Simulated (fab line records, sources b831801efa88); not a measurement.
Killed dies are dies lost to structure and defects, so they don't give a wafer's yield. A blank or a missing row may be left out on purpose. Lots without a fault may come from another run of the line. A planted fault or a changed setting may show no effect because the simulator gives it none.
Which tool did it? | flow sky130 | 13 lots, 39 wafers sampled, at 4 steps of a route of 708

WHAT THE GAUGES READ, wafer by wafer
SKY_VIA4_THK_MEAS_20: measures by xrf. Usual: VIA4_W_THK 522 nm, standard deviation 9.
lot  | measured     | on            | VIA4_W_THK (nm) | flag
L214 | day 43 04:46 | film_metro-04 | 511 515 511     |
L215 | day 43 04:05 | film_metro-04 | 521 522 524     |
L216 | day 43 18:41 | film_metro-02 | 520 529 526     |
L217 | day 43 17:27 | film_metro-03 | 531 528 528     |
L218 | day 44 00:02 | film_metro-03 | 526 525 524     |
L220 | day 44 22:38 | film_metro-04 | 514 511 514     |
L222 | day 45 04:15 | film_metro-04 | 503 502 496     |
L223 | day 45 10:54 | film_metro-03 | 525 522 524     |
L225 | day 45 18:22 | film_metro-03 | 524 530 524     |
L227 | day 46 14:31 | film_metro-04 | 523 524 523     |
L232 | day 47 10:34 | film_metro-04 | 527 521 520     |
L233 | day 47 17:56 | film_metro-03 | 529 525 526     |
L234 | day 47 19:37 | film_metro-04 | 505 511 507     |

SKY_METAL5_THK_MEAS_06: measures by xrf. Usual: METAL5_ALCU_THK 1166 nm, standard deviation 14.
lot  | measured     | on            | METAL5_ALCU_THK (nm) | flag
L214 | day 43 05:25 | film_metro-03 | 1160 1157 1153       |
L215 | day 43 04:44 | film_metro-01 | 1164 1184 1168       |
L216 | day 43 19:20 | film_metro-01 | 1177 1170 1172       |
L217 | day 43 18:06 | film_metro-03 | 1153 1168 1160       |
L218 | day 44 00:41 | film_metro-01 | 1132 1168 1157       |
L220 | day 44 23:17 | film_metro-03 | 1159 1173 1182       |
L222 | day 45 04:54 | film_metro-02 | 1132 1142 1139       |
L223 | day 45 11:33 | film_metro-01 | 1177 1166 1160       |
L225 | day 45 19:01 | film_metro-03 | 1177 1184 1175       |
L227 | day 46 15:09 | film_metro-03 | 1183 1167 1181       |
L232 | day 47 11:23 | film_metro-02 | 1158 1142 1134       |
L233 | day 47 18:35 | film_metro-02 | 1167 1175 1163       |
L234 | day 47 20:16 | film_metro-01 | 1159 1178 1185       |

WHICH TOOL RAN EACH LOT (tool, then ch and the chambers of the sampled wafers, then the start)
lot  | SKY_NWELL_OXIDATION_01       | SKY_METAL5_SPUTTER_02
L214 | furnace-02 ch 0, day 2 19:01 | pvd_sputter-04, day 43 05:10
L215 | furnace-02 ch 0, day 2 20:25 | pvd_sputter-03, day 43 04:29
L216 | furnace-01 ch 0, day 2 22:38 | pvd_sputter-01, day 43 19:06
L217 | furnace-01 ch 0, day 3 04:48 | pvd_sputter-04, day 43 17:52
L218 | furnace-01 ch 0, day 3 09:14 | pvd_sputter-03, day 44 00:26
L220 | furnace-02 ch 0, day 4 01:21 | pvd_sputter-03, day 44 23:02
L222 | furnace-02 ch 0, day 4 05:35 | pvd_sputter-03, day 45 04:38
L223 | furnace-02 ch 0, day 4 11:20 | pvd_sputter-01, day 45 11:19
L225 | furnace-01 ch 0, day 4 23:27 | pvd_sputter-01, day 45 18:45
L227 | furnace-01 ch 0, day 5 13:28 | pvd_sputter-01, day 46 14:55
L232 | furnace-02 ch 0, day 6 07:50 | pvd_sputter-01, day 47 11:07
L233 | furnace-02 ch 0, day 6 14:30 | pvd_sputter-04, day 47 18:21
L234 | furnace-02 ch 0, day 6 20:09 | pvd_sputter-04, day 47 20:00
- SKY_NWELL_OXIDATION_01: stabilise 600 s, purge 300 s, target thk 10 nm.
- SKY_METAL5_SPUTTER_02: material AlCu, target thk 1150 nm, time 61.2 s.

WHAT THE TOOLS THEMSELVES READ (means of the sampled wafers that have a number; where no wafer has one, the mark that the record gives instead)
SKY_NWELL_OXIDATION_01. Usual: spike_tc_lower_C 900.4 C, standard deviation 1.1; tube_center_temp_C_max 902.3, standard deviation 0.37; zone_power_upper_pct 19.47 %, standard deviation 0.26.
lot  | tool       | spike_tc_lower_C (C) | tube_center_temp_C_max | zone_power_upper_pct (%) | flag
L214 | furnace-02 | 900.6                | 902.2                  | 19.31                    |
L215 | furnace-02 | 900.3                | 902.2                  | 19.23                    |
L216 | furnace-01 | 899.9                | 902.0                  | 19.30                    |
L217 | furnace-01 | 899.6                | 902.4                  | 19.74                    |
L218 | furnace-01 | 899.5                | 902.5                  | 19.79                    |
L220 | furnace-02 | 901.3                | 902.1                  | 19.27                    |
L222 | furnace-02 | 900.9                | 902.2                  | 19.40                    |
L223 | furnace-02 | 901.4                | 902.1                  | 19.40                    |
L225 | furnace-01 | 901.1                | 902.4                  | 19.68                    |
L227 | furnace-01 | 898.8                | 902.4                  | 19.88                    |
L232 | furnace-02 | 899.9                | 902.2                  | 19.43                    |
L233 | furnace-02 | 900.1                | 902.6                  | 19.53                    |
L234 | furnace-02 | 900.5                | 903.0                  | 19.35                    |

SKY_METAL5_SPUTTER_02. Usual: chamber_pressure_pa 0.3999 Pa, standard deviation 0.00086; throttle_valve_pct 30.3 %, standard deviation 0.98.
lot  | tool           | chamber_pressure_pa (Pa) | throttle_valve_pct (%) | flag
L214 | pvd_sputter-04 | 0.3996                   | 30.9                   |
L215 | pvd_sputter-03 | 0.3997                   | 30.7                   |
L216 | pvd_sputter-01 | 0.3992                   | 29.2                   |
L217 | pvd_sputter-04 | 0.4006                   | 31.3                   |
L218 | pvd_sputter-03 | 0.3995                   | 29.9                   |
L220 | pvd_sputter-03 | 0.3997                   | 30.1                   |
L222 | pvd_sputter-03 | 0.3993                   | 31.0                   |
L223 | pvd_sputter-01 | 0.4000                   | 30.0                   |
L225 | pvd_sputter-01 | 0.4006                   | 29.7                   |
L227 | pvd_sputter-01 | 0.3998                   | 29.7                   |
L232 | pvd_sputter-01 | 0.3994                   | 29.9                   |
L233 | pvd_sputter-04 | 0.3993                   | 30.9                   |
L234 | pvd_sputter-04 | 0.4007                   | 31.0                   |

THE ANSWER, worked out from the rows above alone
Rule: a lot is off if the mean of its wafers that have a number lies more than 3 standard deviations from the usual mean. A lot without any number at a reading at which 4 lots or more have one is off too. The other lots that the step has rows for count as sound. The gauges are gone through in route order, then the tools' own readings, and for those a lot's mean is taken as printed above. The first step at which some lot is off is used, and at that step the reading that is off furthest; a lot without a number counts as furthest.
No lot is off at any reading shown: from this, nothing can be told.

WHAT THE SIMULATOR HAD PUT IN
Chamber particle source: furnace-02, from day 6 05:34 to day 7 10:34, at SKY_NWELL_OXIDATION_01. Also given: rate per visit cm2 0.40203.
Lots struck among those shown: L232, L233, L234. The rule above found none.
